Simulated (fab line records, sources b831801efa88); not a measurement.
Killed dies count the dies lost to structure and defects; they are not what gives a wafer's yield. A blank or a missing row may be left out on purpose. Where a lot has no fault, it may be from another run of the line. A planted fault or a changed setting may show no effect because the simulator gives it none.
A lot that was struck, set against a sound lot + flow sky130 + 18 out of 708 route steps
Sound: wafers L503.1, L503.2, L503.4. The struck wafers were L515.1, L515.2, L515.5. The cause is named last.
At each step with rows: each side's tool, then ch and its chambers, then its first start. Under that, the readings that differ: sound wafers + struck wafers + difference of the means + sigmas: that difference in standard deviations of wafers without a fault.
alike: same words and numbers on both sides, and readings whose means sit less than 2 such deviations apart. not compared: any withheld reading, any reading some wafer has no value for, any bound like >300 that may hide the same value, and any number with overlapping values for which the record gives no deviation.
The two part at a step that has a row with sigmas, a row that says differs or no value, or rows on one side only. Non-overlapping numbers with no deviation appear without sigmas and do not part them. Lack of a reading on every wafer of one side parts them only where that side has two or more wafers.

first, 4 steps without rows for these wafers: SKY_VT_ADJUST_LVTN_SOFTBAKE_14 (time 60 s); SKY_VT_ADJUST_LVTN_EXPOSE_15 (exposes mask HVN STD DERIVED, target cd 600 nm); SKY_VT_ADJUST_LVTN_PEB_16; SKY_VT_ADJUST_LVTN_DEVELOP_17 (develop time 60 s).
SKY_VT_ADJUST_LVTN_OVL_MEAS_18:
  sound on overlay-02 at day 8 22:41; struck on overlay-02 at day 12 11:24
  alike: VT_ADJUST_LVTN_01_OVL
then, 1 step without rows for these wafers: SKY_VT_ADJUST_LVTN_IMPLANT_19.
SKY_VT_ADJUST_LVTN_STRIP_20: strips in O2/N2.
  sound on plasma asher-01 ch 0,1, day 8 22:53; struck on plasma asher-04 ch 0,1, day 12 11:35
  alike: drypump motor current A, oes product au, strip time to endpoint s
  not compared: rf hours counter h
SKY_VT_ADJUST_LVTN_TW_MEAS_21:
  sound on film metro-04 at day 8 22:59; struck on film metro-04 at day 12 11:41
  alike: VT_ADJUST_LVTN_2_TW
then, 4 steps without rows for these wafers: SKY_VT_ADJUST_NCORE_DEHYDRATE_00 (time 60 s); SKY_VT_ADJUST_NCORE_HMDS_01 (prime time 60 s); SKY_VT_ADJUST_NCORE_COAT_02 (resist thk 1140 nm); SKY_VT_ADJUST_NCORE_SOFTBAKE_03 (time 60 s).
SKY_VT_ADJUST_NCORE_EXPOSE_04: exposes mask LVTN COMPLEMENT THIN, target cd 380 nm.
  sound on iline stepper-02 ch 0, day 9 08:44; struck on iline stepper-02 ch 0, day 13 01:20
| reading              | sound                | struck               | difference | sigmas |
|----------------------|----------------------|----------------------|------------|--------|
| exposure dose mJ cm2 | 139.35 138.97 139.20 | 146.69 146.74 146.68 | +7.53      | +58    |
  alike: mask
then, 2 steps without rows for these wafers: SKY_VT_ADJUST_NCORE_PEB_05; SKY_VT_ADJUST_NCORE_DEVELOP_06 (develop time 60 s).
SKY_VT_ADJUST_NCORE_CD_MEAS_07: target cd 380 nm.
  sound on cd sem-01 at day 9 20:14; struck on cd sem-02 at day 13 13:53
| reading    | sound             | struck            | difference | sigmas |
|------------|-------------------|-------------------|------------|--------|
| cd nm (nm) | 382.8 385.2 383.6 | 397.3 397.8 395.9 | +13.1      | +6     |
SKY_VT_ADJUST_NCORE_OVL_MEAS_08:
  sound on overlay-01 at day 9 20:21; struck on overlay-02 at day 13 14:01
  alike: VT_ADJUST_NCORE_OVL
-- the record jumps here: 36 days lie between the struck wafers' starts before and after (it left off in module VT_ADJUST_NCORE and takes up again in module PAD_OPEN, whose first step shown is number 708 of the route) --
SKY_PAD_OPEN_PROBE_99:
  rows exist in the record for the struck wafers here (prober-01, day 49 23:01), but not for the sound ones

== WHERE THEY PART ==
First at SKY_VT_ADJUST_NCORE_EXPOSE_04; last, within this record, at SKY_PAD_OPEN_PROBE_99.

WHY: the cause the simulator had injected
Drift in process parameters on iline stepper-02 at SKY_VT_ADJUST_NCORE_EXPOSE_04, starting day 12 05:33. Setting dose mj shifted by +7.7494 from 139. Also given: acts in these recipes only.
